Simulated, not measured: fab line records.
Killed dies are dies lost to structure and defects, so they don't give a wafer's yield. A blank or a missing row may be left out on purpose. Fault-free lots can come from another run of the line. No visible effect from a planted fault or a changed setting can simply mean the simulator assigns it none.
fab line records	flow sky130
record: lots: 12	wafers: 33	lastDay: 50
route steps=708 shown SONOS_TUNNEL@166 SONOS_ONO@185 POLY_GATE@227 SD_P@322
lots that met no fault: from a run of the same line without faults
startH: start of the lot's first displayed wafer, in hours after the record's first day	waitH: hours from the lot's prior step to this one	" the same as in the row above	L1.1+2: one row covering several wafers at once	- no value, or no start given	* or withheld: withheld	< > ~ a bound
route shown NAME@n: NAME is a module with steps in the file, n the number in the route of the first one	usual: mean and standard deviation over wafers with no fault	same: alike in all rows	chamber/n: place in a boat	sites: the reading at each site	_std_site: how widely they spread, as a standard deviation	_edge_site: the outer-site mean with the inner-site mean subtracted	radiusMm: for every site, how far away it sits from the centre of the wafer	mask NAME#n: copy n	behind: tool/chamber where the wafer was last shaped	hold: cause of the lot's hold/its duration in hours/its outcome	device: the transistor (n, p or np) that didn't switch	end of line: tests run on the same wafers once the route is complete	a step without rows: its recipe alone	killed: at the first sort, the dies lost to defects and structure; wafer yield is something else	map: a wafer's dies, marking killed ones x, the rest . and places with no die _
set.NAME: the setting that was run; set.NAME@STEP: the one run at that earlier step	model.NAME: the simulator's own value behind a step, which no gauge read
a sample of lots followed through the steps of the route, with each step as a table and each wafer as a row
services: when a tool's chamber went out of use (startH, in hours from the record's first day, below 0 if earlier), for how many hours, and the reason
== steps ==
step: SKY_SONOS_TUNNEL_TW_MEAS_12
usual: SONOS_TUNNEL_TW: 197.3/1.5
lot.wafer	tool	chamber	startH	waitH	SONOS_TUNNEL_TW
L359.3	filmMetro-04	-	272.39	0.0	198.5
L359.5	"	-	"	"	198.6
L359.6	"	-	"	"	198.7
L361.2	filmMetro-04	-	274.48	0.0	198.1
L361.5	"	-	"	"	198.0
L361.6	"	-	"	"	197.9
L365.2	filmMetro-03	-	306.23	0.0	195.3
L365.4	"	-	"	"	194.8
L367.5	filmMetro-03	-	319.89	0.0	196.1
L367.6	"	-	"	"	196.1
L368.2	filmMetro-03	-	335.45	0.0	195.2
L368.5	"	-	"	"	195.5
L374.1	filmMetro-03	-	376.20	0.0	196.1
L374.2	"	-	"	"	196.9
L374.3	"	-	"	"	195.1
L375.1	filmMetro-01	-	380.31	0.0	199.6
L375.2	"	-	"	"	199.2
L375.4	"	-	"	"	199.5
L376.3	filmMetro-01	-	386.60	0.0	198.1
L376.5	"	-	"	"	198.7
L376.6	"	-	"	"	198.4
L377.4	filmMetro-03	-	401.13	0.0	196.4
L377.5	"	-	"	"	197.4
L377.6	"	-	"	"	196.7
L379.2	filmMetro-03	-	414.73	0.0	195.5
L379.4	"	-	"	"	196.1
L379.6	"	-	"	"	194.8
L380.1	filmMetro-01	-	418.65	0.0	199.2
L380.2	"	-	"	"	198.4
L380.4	"	-	"	"	198.2
L381.2	filmMetro-03	-	429.29	0.0	196.4
L381.3	"	-	"	"	196.0
L381.4	"	-	"	"	196.3
step: SKY_SONOS_ONO_STRIP_17
recipe: chemistry: O2/N2	powerW: 1400	pressureMtorr: 1500	platenTempC: withheld	o2FlowSccm: 3000	n2FlowSccm: 300	overashFraction: 0.5
usual: chamberPressureMTorr: 1500.0/1.3	drypumpMotorCurrentA: 5.63/0.18	oesProductAu: 0.711/0.0051	stripTimeToEndpointS: 14.11/0.035
lot.wafer	tool	chamber	startH	waitH	chamberPressureMTorr	drypumpMotorCurrentA	oesProductAu	rfHoursCounterH	stripTimeToEndpointS
L359.3	plasmaAsher-01	0	304.04	0.0	1498.6	5.50	0.705	-	14.14
L359.5	"	1	"	"	1501.4	5.42	0.705	-	14.12
L359.6	"	0	"	"	1499.0	5.50	0.712	-	14.15
L361.2	plasmaAsher-01	0	306.41	0.0	1498.7	5.50	0.709	61	14.17
L361.5	"	1	"	"	1499.5	5.44	0.715	-	14.12
L361.6	"	0	"	"	1498.1	5.50	0.714	-	14.11
L365.2	plasmaAsher-02	0	338.35	0.0	1498.6	5.82	0.707	66	14.10
L365.4	"	0	"	"	1499.6	5.83	0.707	-	14.12
L367.5	plasmaAsher-01	1	351.54	0.1	1501.4	5.43	0.707	-	14.07
L367.6	"	0	"	"	1496.8	5.46	0.714	-	14.12
L368.2	plasmaAsher-03	1	384.84	0.0	1501.5	5.82	0.710	25	14.07
L368.5	"	1	"	"	1500.1	5.86	0.706	-	14.09
L374.1	plasmaAsher-02	1	409.94	0.0	1499.5	5.86	0.713	73	14.10
L374.2	"	0	"	"	1501.7	5.82	0.715	73	14.10
L374.3	"	1	"	"	1499.3	5.85	0.710	-	14.09
L375.1	plasmaAsher-03	1	417.17	0.0	1497.7	5.86	0.708	28	14.13
L375.2	"	0	"	"	1501.7	5.71	0.700	28	14.06
L375.4	"	0	"	"	1499.8	5.70	0.722	-	14.12
L376.3	plasmaAsher-02	1	422.33	0.0	1503.5	5.85	0.707	-	14.09
L376.5	"	1	"	"	1500.3	5.86	0.703	-	14.11
L376.6	"	0	"	"	1501.9	5.82	0.715	-	14.09
L377.4	plasmaAsher-03	0	439.46	0.0	1499.7	5.66	0.718	-	14.10
L377.5	"	0	"	"	1500.4	5.68	0.714	-	14.10
L377.6	"	1	"	"	1500.5	5.84	0.720	-	14.11
L379.2	plasmaAsher-01	0	450.45	0.0	1498.2	5.50	0.707	2	14.11
L379.4	"	1	"	"	1498.1	5.44	0.708	-	14.08
L379.6	"	0	"	"	1497.9	5.48	0.705	-	14.08
L380.1	plasmaAsher-01	1	454.87	0.0	1499.7	5.44	0.708	3	14.17
L380.2	"	0	"	"	1501.2	5.50	0.715	3	14.08
L380.4	"	0	"	"	1500.4	5.47	0.724	-	14.09
L381.2	plasmaAsher-03	1	465.15	0.0	1500.7	5.83	0.701	33	14.08
L381.3	"	1	"	"	1500.1	5.82	0.707	-	14.13
L381.4	"	0	"	"	1499.7	5.74	0.708	-	14.11
step: SKY_POLY_GATE_CD_MEAS_13
recipe: targetCdNm: 150
usual: cdNm: 149.6/1.4
lot.wafer	tool	chamber	startH	waitH	cdNm
L359.3	cdSem-02	-	392.20	-	151.4
L359.5	"	-	"	"	151.2
L359.6	"	-	"	"	152.2
L361.2	cdSem-01	-	401.02	-	150.1
L361.5	"	-	"	"	150.8
L361.6	"	-	"	"	150.8
L365.2	cdSem-01	-	436.22	-	149.4
L365.4	"	-	"	"	147.1
L367.5	cdSem-02	-	447.93	-	149.4
L367.6	"	-	"	"	148.8
L368.2	cdSem-01	-	483.68	-	148.3
L368.5	"	-	"	"	148.5
L374.1	cdSem-02	-	512.58	-	149.2
L374.2	"	-	"	"	149.5
L374.3	"	-	"	"	148.3
L375.1	cdSem-01	-	521.38	-	150.8
L375.2	"	-	"	"	151.8
L375.4	"	-	"	"	151.8
L376.3	cdSem-02	-	524.30	-	150.1
L376.5	"	-	"	"	150.7
L376.6	"	-	"	"	149.3
L377.4	cdSem-02	-	538.47	-	147.7
L377.5	"	-	"	"	149.1
L377.6	"	-	"	"	149.4
L379.2	cdSem-02	-	549.88	-	149.6
L379.4	"	-	"	"	149.9
L379.6	"	-	"	"	150.2
L380.1	cdSem-02	-	553.23	-	149.4
L380.2	"	-	"	"	149.8
L380.4	"	-	"	"	149.5
L381.2	cdSem-02	-	563.32	-	149.5
L381.3	"	-	"	"	148.3
L381.4	"	-	"	"	149.8
step: SKY_SD_P_COAT_02
recipe: resist: NOVOLAK	spinRpm: 3000	resistThkNm: 1140
lot.wafer	tool	chamber	startH	waitH
L359.3+5+6	lithoTrack-04	0	599.48	0.1
L361.2+5+6	lithoTrack-01	0	609.08	0.1
L365.2+4	lithoTrack-04	0	644.30	0.1
L367.5+6	lithoTrack-04	0	650.23	0.1
L368.2+5	lithoTrack-04	0	682.50	0.1
L374.1+2+3	lithoTrack-01	0	707.91	0.1
L375.1+2+4	lithoTrack-01	0	715.81	0.1
L376.3+5+6	lithoTrack-02	0	719.00	0.1
L377.4+5+6	lithoTrack-02	0	733.52	0.1
L379.2+4+6	lithoTrack-01	0	744.03	0.1
L380.1+2+4	lithoTrack-04	0	746.68	0.1
L381.2+3+4	lithoTrack-02	0	755.02	0.1
step: SKY_SD_P_CD_MEAS_07
recipe: targetCdNm: 380
usual: cdNm: 380.6/2.1
lot.wafer	tool	chamber	startH	waitH	cdNm
L359.3	cdSem-01	-	614.64	0.1	380.1
L359.5	"	-	"	"	378.4
L359.6	"	-	"	"	380.7
L361.2	cdSem-01	-	624.05	0.2	382.5
L361.5	"	-	"	"	381.7
L361.6	"	-	"	"	381.0
L365.2	cdSem-01	-	658.80	0.1	383.8
L365.4	"	-	"	"	429.5
L367.5	cdSem-01	-	664.43	0.1	424.9
L367.6	"	-	"	"	382.4
L368.2	cdSem-02	-	696.93	0.1	379.1
L368.5	"	-	"	"	424.4
L374.1	cdSem-02	-	722.08	0.1	379.5
L374.2	"	-	"	"	379.3
L374.3	"	-	"	"	377.6
L375.1	cdSem-02	-	729.96	0.1	381.5
L375.2	"	-	"	"	380.6
L375.4	"	-	"	"	383.0
L376.3	cdSem-02	-	733.19	0.1	380.7
L376.5	"	-	"	"	380.6
L376.6	"	-	"	"	382.0
L377.4	cdSem-02	-	747.11	0.1	380.9
L377.5	"	-	"	"	385.4
L377.6	"	-	"	"	384.0
L379.2	cdSem-02	-	757.38	0.1	383.9
L379.4	"	-	"	"	381.1
L379.6	"	-	"	"	380.9
L380.1	cdSem-01	-	760.51	0.1	380.1
L380.2	"	-	"	"	380.4
L380.4	"	-	"	"	380.6
L381.2	cdSem-02	-	768.65	0.1	380.8
L381.3	"	-	"	"	379.9
L381.4	"	-	"	"	382.7
step: SKY_SD_P_STRIP_10
recipe: chemistry: O2/N2	powerW: 1400	pressureMtorr: 1500	platenTempC: withheld	o2FlowSccm: 3000	n2FlowSccm: 300	overashFraction: 0.5
usual: chamberPressureMTorr: 1500.2/1.4	drypumpMotorCurrentA: 5.68/0.27	oesProductAu: 0.618/0.0047	stripTimeToEndpointS: 17.50/0.041
lot.wafer	tool	chamber	startH	waitH	chamberPressureMTorr	drypumpMotorCurrentA	oesProductAu	rfHoursCounterH	stripTimeToEndpointS
L359.3	plasmaAsher-01	0	614.94	0.1	1498.6	5.48	0.623	-	17.51
L359.5	"	0	"	"	1503.0	5.48	0.614	-	17.48
L359.6	"	1	"	"	1499.3	5.44	0.618	-	17.44
L361.2	plasmaAsher-01	0	624.34	0.1	1500.3	5.43	0.618	22	17.50
L361.5	"	0	"	"	1500.8	5.47	0.614	-	17.53
L361.6	"	1	"	"	1501.1	5.43	0.615	-	17.49
L365.2	plasmaAsher-02	1	659.08	0.1	1498.5	5.81	0.612	98	17.47
L365.4	"	1	"	"	1501.1	5.83	0.597	-	12.93
L367.5	plasmaAsher-02	1	664.72	0.1	1501.2	5.86	0.578	-	12.95
L367.6	"	0	"	"	1497.5	5.79	0.609	-	17.49
L368.2	plasmaAsher-01	0	697.22	0.1	1499.8	5.50	0.618	29	17.51
L368.5	"	0	"	"	1500.5	5.45	0.579	-	12.98
L374.1	plasmaAsher-01	1	722.38	0.1	1498.8	5.43	0.616	31	17.41
L374.2	"	0	"	"	1501.6	5.49	0.622	31	17.44
L374.3	"	0	"	"	1501.2	5.46	0.612	-	17.48
L375.1	plasmaAsher-02	1	730.27	0.1	1503.4	5.83	0.615	105	17.52
L375.2	"	0	"	"	1501.1	5.82	0.621	105	17.53
L375.4	"	1	"	"	1500.8	5.84	0.620	-	17.55
L376.3	plasmaAsher-01	0	733.54	0.1	1499.2	5.52	0.618	-	17.46
L376.5	"	0	"	"	1501.4	5.52	0.612	-	17.45
L376.6	"	1	"	"	1500.9	5.43	0.623	-	17.46
L377.4	plasmaAsher-01	1	747.39	0.1	1499.0	5.42	0.626	-	17.54
L377.5	"	1	"	"	1499.1	5.43	0.625	-	17.50
L377.6	"	0	"	"	1496.5	5.49	0.619	-	17.53
L379.2	plasmaAsher-02	1	757.67	0.1	1499.8	5.87	0.619	1	17.48
L379.4	"	0	"	"	1501.1	5.83	0.610	-	17.48
L379.6	"	1	"	"	1502.4	5.85	0.622	-	17.50
L380.1	plasmaAsher-04	0	760.82	0.1	1500.1	5.74	0.626	94	17.54
L380.2	"	1	"	"	1498.0	6.37	0.623	94	17.56
L380.4	"	1	"	"	1501.4	6.35	0.628	-	17.60
L381.2	plasmaAsher-02	1	768.93	0.1	1500.2	5.85	0.615	2	17.51
L381.3	"	1	"	"	1501.6	5.89	0.622	-	17.50
L381.4	"	0	"	"	1501.0	5.81	0.613	-	17.50
== services ==
tool	chamber	startH	hours	kind
plasmaAsher-01	-	421.25	9.0	pm
plasmaAsher-01	0	421.25	9.0	ventCycle
plasmaAsher-01	1	421.25	9.0	ventCycle
plasmaAsher-01	0	430.25	-	clean
plasmaAsher-01	1	430.25	-	clean
plasmaAsher-04	-	455.46	2.9	repair
plasmaAsher-02	-	472.74	13.8	repair
plasmaAsher-03	-	474.60	41.5	pm
plasmaAsher-01	-	510.22	9.9	repair
plasmaAsher-03	-	544.33	0.4	repair
plasmaAsher-03	-	552.93	14.6	pm
plasmaAsher-01	-	583.80	0.4	repair
plasmaAsher-01	-	584.96	0.8	repair
plasmaAsher-04	-	612.49	0.4	repair
plasmaAsher-02	-	733.77	9.0	pm
plasmaAsher-02	0	733.77	9.0	ventCycle
plasmaAsher-02	1	733.77	9.0	ventCycle
plasmaAsher-02	0	742.77	-	clean
plasmaAsher-02	1	742.77	-	clean
== key ==
firstSign: step: SKY_SD_P_CD_MEAS_07	reading: cdNm	direction: up	sigmas: 22	usual: 380.6	struck: 426.3
effect: step: SKY_SD_P_STRIP_10	reading: stripTimeToEndpointS	direction: down	sigmas: 99+	usual: *	struck: *
metAt SKY_SD_P_COAT_02
struckLots L365,L367,L368
struckWafers L365.4,L367.5,L368.5
testerLeftOut L365,L367,L368
notActingAt SKY_SONOS_TUNNEL_TW_MEAS_12,SKY_SONOS_ONO_STRIP_17,SKY_POLY_GATE_CD_MEAS_13
onsetBetween 599.48 644.30
fault: kind: processParameterDrift	tool: lithoTrack-04	chamber: -	onsetH: 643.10	steps: SKY_SD_P_COAT_02	channel: resistThkNm	offset: -400.66	shape: step	endH: 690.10	scope: struckWafersOnly	actsIn: theseRecipesOnly	stated: 1140
testerLeftOut: of these lots the tester's yield and bins aren't shown, on N5 and GAA mostly nor the transistor test; their killed dies are dies lost to structure and defects alone, not to doping, threshold or leakage, so they don't give the yield
